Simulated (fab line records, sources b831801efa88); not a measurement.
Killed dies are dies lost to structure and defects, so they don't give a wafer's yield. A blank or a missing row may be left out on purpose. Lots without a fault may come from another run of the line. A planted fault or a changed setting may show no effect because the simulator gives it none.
Problem report in the 8D (eight disciplines) form, filled by code | flow sky130 | the parts of the form that need people (team, actions taken, sign-off) are left out

1. THE PROBLEM
dose_ions_cm2 at SKY_LDD_N_IMPLANT_10 reads a mean of 6.449e+13 on 6 wafers of 2 lots; wafers without a fault read 7.499e+13 with a standard deviation of 8e+10. That is -99 or more standard deviations from the usual mean.
First seen on wafer L991.2, day 23 15:49, on implanter-04. The record holds 18 wafers of 6 lots with a number at this step. Rule for "out", or "out of limits": more than 4 standard deviations from the usual mean. The other wafers with a number count as sound.

2. WHAT IT IS AND WHAT IT IS NOT
question                    | is                                | is not
which readings at this step | dose_ions_cm2, faraday_current_uA | -
which lots                  | L991, L995                        | L100, L977, L982, L993
which wafers of those lots  | all that have a number            | -
read on which tools         | implanter-04                      | implanter-02, implanter-03
when                        | from day 23 15:49                 | up to then (9 sound wafers); but 3 sound wafers of L100 came after

3. SUSPECTS, AND WHAT RULES EACH OUT
Counting: a tool at a process step up to the reading stays a suspect if it ran every lot that is out and no sound lot after the first of them.
- implanter-04 at SKY_LDD_N_IMPLANT_10: kept. It ran every lot that is out, first L991 (day 23 15:49), and no sound lot after that; its last sound lot up to then is L982 (day 19 15:18). Its own readings are out on those wafers: dose_ions_cm2, faraday_current_uA.
Left after counting: implanter-04 at SKY_LDD_N_IMPLANT_10.

4. THE CAUSE (what the simulator had put in)
Process parameter drift: implanter-04, from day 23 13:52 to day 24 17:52, at SKY_LDD_N_IMPLANT_10. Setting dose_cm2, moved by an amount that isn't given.
Counting left only this tool.

5. THE CHAIN OF EFFECTS, in route order
Each row: a reading whose mean over the struck wafers that have a number lies more than 3 standard deviations from the usual. Only readings for which the record gives a usual standard deviation are gone through. hours: the time from each lot's start at the first step in this table that gives one to its start at this step, as a median over the lots. sigmas: the change in usual standard deviations.
hours | step                 | reading            | usual     | on struck wafers | change     | sigmas
0     | SKY_LDD_N_IMPLANT_10 | dose_ions_cm2      | 7.499e+13 | 6.449e+13        | -1.050e+13 | -99 or more
0     | SKY_LDD_N_IMPLANT_10 | faraday_current_uA | 423       | 367              | -56        | -7.0
The process steps in it:
- SKY_LDD_N_IMPLANT_10

6. WHAT WOULD HAVE CAUGHT IT SOONER
In this record the first reading out of limits was taken at day 23 15:49, 2 hours after the fault began at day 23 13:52.
